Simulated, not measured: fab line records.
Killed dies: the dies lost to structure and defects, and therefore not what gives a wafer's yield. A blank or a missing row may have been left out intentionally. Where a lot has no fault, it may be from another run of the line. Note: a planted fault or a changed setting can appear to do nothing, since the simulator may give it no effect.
Struck lot and sound lot, side by side / flow sky130 / 14 steps out of a route of 708
Sound: these wafers, L168.1, L168.2, L168.3. Struck: wafers L158.4, L158.5, L158.6. At the end, the cause is stated.
Order at every step that has rows: each side's tool, ch and its chambers, its first start. Under that, the readings that differ: sound wafers / struck wafers / difference of the means / sigmas: that difference in standard deviations of wafers without a fault.
alike: words and numbers the same on both sides, and readings whose means are apart by under 2 such deviations; not compared: readings that were withheld, readings missing a value for some wafer, numbers with overlapping values and no deviation given by the record, and bounds like >300 which may hide the same value.
A row with sigmas, a row that says differs or no value, or rows on one side alone: a step with any of these is where the two part. Numbers that don't overlap but have no deviation are shown without sigmas and don't part them. A reading that every wafer of one side lacks parts them only if that side has two wafers or more.

first, 4 steps without rows for these wafers: SKY_RES_XHIGH_EXPOSE_04 (exposes mask URPM, target cd 1270 nm); SKY_RES_XHIGH_PEB_05; SKY_RES_XHIGH_DEVELOP_06 (develop time 60 s); SKY_RES_XHIGH_IMPLANT_07.
SKY_RES_XHIGH_STRIP_08: strips in O2/N2.
  sound on plasmaAsher-02 ch 0,1, day 31 05:09; struck on plasmaAsher-03 ch 0,1, day 27 23:44
  alike: drypumpMotorCurrentA, oesProductAu, stripTimeToEndpointS
  not compared: rfHoursCounterH
SKY_RES_XHIGH_TW_MEAS_09:
  struck on filmMetro-03, day 27 23:50; sound on filmMetro-02, day 31 05:15
  alike: RES_XHIGH_TW
then, 6 steps without rows for these wafers: SKY_SD_N_DEHYDRATE_00 (time 60 s); SKY_SD_N_HMDS_01 (prime time 60 s); SKY_SD_N_COAT_02 (resist thk 1140 nm); SKY_SD_N_SOFTBAKE_03 (time 60 s); SKY_SD_N_EXPOSE_04 (exposes mask NSDM, target cd 380 nm); SKY_SD_N_PEB_05.
SKY_SD_N_DEVELOP_06: develop time 60 s.
  sound on lithoTrack-04 ch 0, day 32 08:28; struck on lithoTrack-04 ch 0, day 29 03:35
reading=developerTempC (C); sound=22.95 23.00 22.89; struck=24.17 23.94 24.14; difference=+1.14; sigmas=+9
SKY_SD_N_CD_MEAS_07 targets a cd of 380 nm.
  struck on cdSem-02, day 29 03:43; sound on cdSem-01, day 32 08:37
  alike: cdNm

WHERE THEY PART
At SKY_SD_N_DEVELOP_06 and nowhere else, as far as this record goes. Later steps at which nothing parts them and some readings are alike: SKY_SD_N_CD_MEAS_07.

WHY: the cause the simulator had injected
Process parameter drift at SKY_SD_N_DEVELOP_06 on lithoTrack-04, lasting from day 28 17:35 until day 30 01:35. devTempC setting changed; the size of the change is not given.
